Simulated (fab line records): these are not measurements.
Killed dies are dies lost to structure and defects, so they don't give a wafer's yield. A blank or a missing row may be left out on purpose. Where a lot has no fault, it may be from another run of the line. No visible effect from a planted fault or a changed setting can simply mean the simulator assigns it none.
What tool caused it? | flow gf180mcu | 13 lots with 37 wafers sampled at 3 steps, on a route of 602 steps

== WHAT THE GAUGES SHOWED, per wafer ==
GF_M4_RS_MEAS_05: uses a four-point probe to measure.
lot  | measured     | on            | M4_ALCU_RS (ohm/sq)
L300 | day 23 01:40 | film-metro-02 | 0.0679 0.0704 0.0699
L301 | day 23 08:34 | film-metro-03 | 0.0689 0.0694 0.0703
L302 | day 23 16:43 | film-metro-03 | 0.0713 0.0721 0.0717
L303 | day 24 07:55 | film-metro-02 | 0.0704 0.0700 0.0707
L304 | day 24 12:34 | film-metro-01 | 0.0696 0.0698 0.0706
L305 | day 24 20:46 | film-metro-03 | 0.0683 0.0694 0.0690
L307 | day 25 15:02 | film-metro-02 | 0.0706 0.0709 0.0710
L309 | day 26 08:24 | film-metro-03 | 0.0702 0.0698 0.0712
L311 | day 26 21:27 | film-metro-01 | 0.0702 0.0696
L312 | day 27 02:49 | film-metro-02 | 0.0703 0.0700 0.0704
L313 | day 27 08:56 | film-metro-02 | 0.0695 0.0699
L316 | day 28 12:42 | film-metro-01 | 0.0699 0.0699 0.0702
L320 | day 29 15:08 | film-metro-01 | 0.0695 0.0693 0.0694

== TOOL THAT RAN EACH LOT (tool first, then ch and the chambers of the sampled wafers, then the start) ==
lot  | GF_V3_CMP_04                  | GF_M4_SPUTTER_01
L300 | cmp-02 ch 2,3, day 22 00:20   | pvd-sputter-04, day 23 01:32
L301 | cmp-01 ch 0,1,3, day 22 07:08 | pvd-sputter-04, day 23 08:27
L302 | cmp-01 ch 0,2,3, day 22 15:48 | pvd-sputter-03, day 23 16:36
L303 | cmp-02 ch 0,2,3, day 23 06:45 | pvd-sputter-04, day 24 07:48
L304 | cmp-02 ch 1,2,3, day 23 12:42 | pvd-sputter-03, day 24 12:27
L305 | cmp-02 ch 2,3, day 23 20:34   | pvd-sputter-01, day 24 20:38
L307 | cmp-02 ch 1,2,3, day 24 14:48 | pvd-sputter-03, day 25 14:55
L309 | cmp-02 ch 0,1, day 25 08:53   | pvd-sputter-04, day 26 08:14
L311 | cmp-02 ch 2,3, day 25 21:59   | pvd-sputter-01, day 26 21:20
L312 | cmp-01 ch 0,1,3, day 26 04:14 | pvd-sputter-03, day 27 02:41
L313 | cmp-02 ch 1,3, day 26 10:07   | pvd-sputter-04, day 27 08:46
L316 | cmp-02 ch 0,3, day 27 14:02   | pvd-sputter-03, day 28 12:32
L320 | cmp-01 ch 0,1, day 28 17:44   | pvd-sputter-04, day 29 14:58
- GF_V3_CMP_04: polishes SiO2.
- GF_M4_SPUTTER_01: material TiN, target thk 30 nm, time 25 s.

== AS READ BY THE TOOLS THEMSELVES (means over the sampled wafers that have a number; for cases with no such wafer, the mark the record gives instead) ==
GF_V3_CMP_04.
lot  | tool   | motor-current-A (A) | time-to-endpoint-s (s)
L300 | cmp-02 | 11.6                | 88
L301 | cmp-01 | 11.5                | 77
L302 | cmp-01 | 12.4                | 79
L303 | cmp-02 | 11.3                | 83
L304 | cmp-02 | 11.5                | 83
L305 | cmp-02 | 11.8                | 84
L307 | cmp-02 | 12.1                | 87
L309 | cmp-02 | 11.6                | 81
L311 | cmp-02 | 11.4                | 85
L312 | cmp-01 | 11.7                | 80
L313 | cmp-02 | 11.1                | 89
L316 | cmp-02 | 11.0                | 90
L320 | cmp-01 | 12.0                | 85

GF_M4_SPUTTER_01.
lot  | tool           | cathode-dc-power-W (W) | throttle-valve-pct (%)
L300 | pvd-sputter-04 | 6499.8                 | 29.9
L301 | pvd-sputter-04 | 6498.5                 | 30.8
L302 | pvd-sputter-03 | 6499.9                 | 29.3
L303 | pvd-sputter-04 | 6500.0                 | 30.0
L304 | pvd-sputter-03 | 6500.3                 | 30.3
L305 | pvd-sputter-01 | 6499.5                 | 29.7
L307 | pvd-sputter-03 | 6500.2                 | 29.7
L309 | pvd-sputter-04 | 6501.1                 | 30.8
L311 | pvd-sputter-01 | 6499.6                 | 29.5
L312 | pvd-sputter-03 | 6500.0                 | 29.7
L313 | pvd-sputter-04 | 6500.6                 | 29.6
L316 | pvd-sputter-03 | 6500.8                 | 30.1
L320 | pvd-sputter-04 | 6500.1                 | 30.5

== THE ANSWER, worked out from the rows above alone ==
Rule: the lots themselves supply what counts as usual. Put in order of their means at a reading, lots are off if they are a third of the lots or fewer, leave a main group of 4 or more, and stand apart from it by a gap of 3 or more times the standard deviation of the main group's means; of several such gaps the widest counts. A main group is skipped when, at the precision printed for the reading in the tables above, its means are all equal. Also off: a lot with no number at a reading for which 4 or more lots have one. Where the step has rows for the other lots, those lots are counted as sound. The gauges are gone through in route order, then the tools' own readings, and for those a lot's mean is taken as printed above. The first step at which some lot is off is used, and at that step the reading that is off furthest; a lot without a number counts as furthest.
Nothing can be told from this: no lot is off at any reading shown.

== WHAT THE SIMULATOR HAD PUT IN ==
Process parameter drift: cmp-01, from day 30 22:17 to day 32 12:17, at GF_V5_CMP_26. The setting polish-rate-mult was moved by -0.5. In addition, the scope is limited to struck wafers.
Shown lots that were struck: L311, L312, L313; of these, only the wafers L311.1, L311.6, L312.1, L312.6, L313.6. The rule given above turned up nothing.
